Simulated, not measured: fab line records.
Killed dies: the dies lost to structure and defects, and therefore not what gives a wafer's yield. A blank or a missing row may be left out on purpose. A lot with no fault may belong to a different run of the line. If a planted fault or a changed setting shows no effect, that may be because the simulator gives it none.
Struck lot and sound lot, side by side | flow sky130 | 43 out of 708 route steps
Sound: the wafers L360.2, L360.3, L360.6. Struck: wafers L375.2, L375.4 (left out: L375.1, a lot-mate that was not struck); the cause follows at the end.
Order at every step that has rows: each side's tool, ch and its chambers, its first start. Under that, the readings that differ: sound wafers | struck wafers | difference of the means | sigmas: that difference in standard deviations of wafers without a fault.
alike: readings whose means differ by less than 2 such deviations, and words and numbers that are the same on both sides. not compared: withheld readings, readings that some wafer has no value for, bounds like >300 that may hide the same value, and numbers for which the record gives no deviation and whose values overlap.
A row with sigmas, a row that says differs or no value, or rows on one side alone: a step with any of these is where the two part. Non-overlapping numbers with no deviation appear without sigmas and do not part them. Lack of a reading on every wafer of one side parts them only where that side has two or more wafers.

first, 7 steps without rows for these wafers: SKY_POLY_GATE_HMDS_06 (prime time 60 s); SKY_POLY_GATE_COAT_07 (resist thk 110 nm); SKY_POLY_GATE_COAT_08 (resist thk 450 nm); SKY_POLY_GATE_SOFTBAKE_09 (time 90 s); SKY_POLY_GATE_EXPOSE_10 (exposes mask P1M, target cd 150 nm); SKY_POLY_GATE_PEB_11; SKY_POLY_GATE_DEVELOP_12 (develop time 60 s).
SKY_POLY_GATE_CD_MEAS_13: the cd target is 150 nm.
  sound: cd sem-01 at day 18 23:08; struck: cd sem-01 at day 23 23:27
  alike: cd nm
SKY_POLY_GATE_OVL_MEAS_14:
  sound: overlay-01 at day 18 23:15; struck: overlay-01 at day 23 23:34
  reading            | sound   | struck | difference | sigmas
  POLY_GATE_OVL (nm) | 7 10 17 | -10 -8 | -20        | -3
SKY_POLY_GATE_ETCH_15: etches BARC in N2/H2, stops on SiO2, time 118.5 s, target depth 110 nm.
  sound on rie diel-02 ch 0,1,3, day 18 23:17; struck on rie diel-04 ch 1,3, day 23 23:37
  alike: drypump motor current A, n2 flow sccm, oes product au, throttle valve pct
  not compared: rf hours counter h
SKY_POLY_GATE_ETCH_16: etches Si3N4 in CH3F/O2, stops on poly-Si, time 147.5 s, target depth 75 nm.
  sound on rie diel-02 ch 0,1,3, day 18 23:22; struck on rie diel-04 ch 1,3, day 23 23:41
  alike: ch3f flow sccm, drypump motor current A, oes product au, throttle valve pct
  not compared: rf hours counter h
SKY_POLY_GATE_ETCH_17: etches poly-Si in HBr/Cl2, stops on SiO2, target depth 180 nm, time 70.5 s.
  sound on rie si-01 ch 2,3, day 18 23:28; struck on rie si-02 ch 2,3, day 23 23:47
  reading                     | sound       | struck  | difference | sigmas
  drypump motor current A (A) | 5.1 5.2 5.3 | 5.8 5.9 | +0.6       | +2
  alike: HBr_flow_sccm, mfc cl2 sccm, oes product au, throttle valve pct
  not compared: rf hours counter h
SKY_POLY_GATE_STRIP_18: strips in O2/N2.
  sound on plasma asher-01 ch 0,1, day 18 23:31; struck on plasma asher-03 ch 0, day 23 23:50
  reading                     | sound       | struck  | difference | sigmas
  drypump motor current A (A) | 6.1 6.1 6.5 | 4.9 4.9 | -1.3       | -3
  alike: n2 flow sccm, oes product au, strip time to endpoint s
  not compared: rf hours counter h
then, 2 steps without rows for these wafers: SKY_POLY_GATE_CLEAN_19 (cleans in SC1/SC2, time 150 s); SKY_POLY_GATE_OXIDATION_20 (stabilise 600 s, purge 300 s, target thk 4 nm).
SKY_POLY_GATE_THK_MEAS_21:
  sound: film metro-02 at day 19 02:08; struck: film metro-02 at day 24 01:15
  alike: POLY_GATE_OXIDATION_THK
SKY_POLY_GATE_CD_MEAS_22:
  sound: cd sem-02 at day 19 02:13; struck: cd sem-02 at day 24 01:19
  alike: cd nm
then, 7 steps without rows for these wafers: SKY_LDD_N_DEHYDRATE_00 (time 60 s); SKY_LDD_N_HMDS_01 (prime time 60 s); SKY_LDD_N_COAT_02 (resist thk 300 nm); SKY_LDD_N_SOFTBAKE_03 (time 60 s); SKY_LDD_N_EXPOSE_04 (exposes mask NTM, target cd 840 nm); SKY_LDD_N_PEB_05; SKY_LDD_N_DEVELOP_06 (develop time 60 s).
SKY_LDD_N_OVL_MEAS_07:
  sound: overlay-01 at day 20 09:02; struck: overlay-01 at day 25 06:37
  alike: LDD_N_OVL
then, 8 steps without rows for these wafers: SKY_LDD_N_IMPLANT_08; SKY_LDD_N_IMPLANT_09; SKY_LDD_N_IMPLANT_10; SKY_LDD_N_IMPLANT_11; SKY_LDD_N_IMPLANT_12; SKY_LDD_N_IMPLANT_13; SKY_LDD_N_IMPLANT_14; SKY_LDD_N_IMPLANT_15.
SKY_LDD_N_STRIP_16: strips in O2/N2.
  sound on plasma asher-02 ch 0, day 20 10:16; struck on plasma asher-02 ch 1, day 25 07:52
  alike: drypump motor current A, n2 flow sccm, oes product au, strip time to endpoint s
  not compared: rf hours counter h
SKY_LDD_N_TW_MEAS_17:
  sound: film metro-04 at day 20 10:23; struck: film metro-04 at day 25 07:58
  alike: LDD_N_TW
then, 7 steps without rows for these wafers: SKY_LDD_P_DEHYDRATE_00 (time 60 s); SKY_LDD_P_HMDS_01 (prime time 60 s); SKY_LDD_P_COAT_02 (resist thk 1140 nm); SKY_LDD_P_SOFTBAKE_03 (time 60 s); SKY_LDD_P_EXPOSE_04 (exposes mask PSDM, target cd 380 nm); SKY_LDD_P_PEB_05; SKY_LDD_P_DEVELOP_06 (develop time 61.64 s).
-- a jump in the record: the struck wafers' starts before and after are 25 days apart (it breaks off in module LDD_P and resumes in module PAD_OPEN, where the first step shown is number 708 of the route) --
SKY_PAD_OPEN_PROBE_99:
  sound: prober-02 at day 47 17:59; struck: prober-02 at day 50 11:49
  reading             | sound    | struck  | difference | sigmas
  killed at front end | 15 13 12 | 47 49   | +35        | +8
  killed dies         | 80 93 91 | 119 132 | +38        | +3
  killed on rim       | 19 14 17 | 27 30   | +12        | +3
  alike: killed_at_M0_to_M3, killed_at_M4_up, killed at contacts, killed at other, killed open, killed short

## WHERE THEY PART
At SKY_POLY_GATE_OVL_MEAS_14 first; at SKY_PAD_OPEN_PROBE_99 last (within this record only).

WHY: what the simulator had put in
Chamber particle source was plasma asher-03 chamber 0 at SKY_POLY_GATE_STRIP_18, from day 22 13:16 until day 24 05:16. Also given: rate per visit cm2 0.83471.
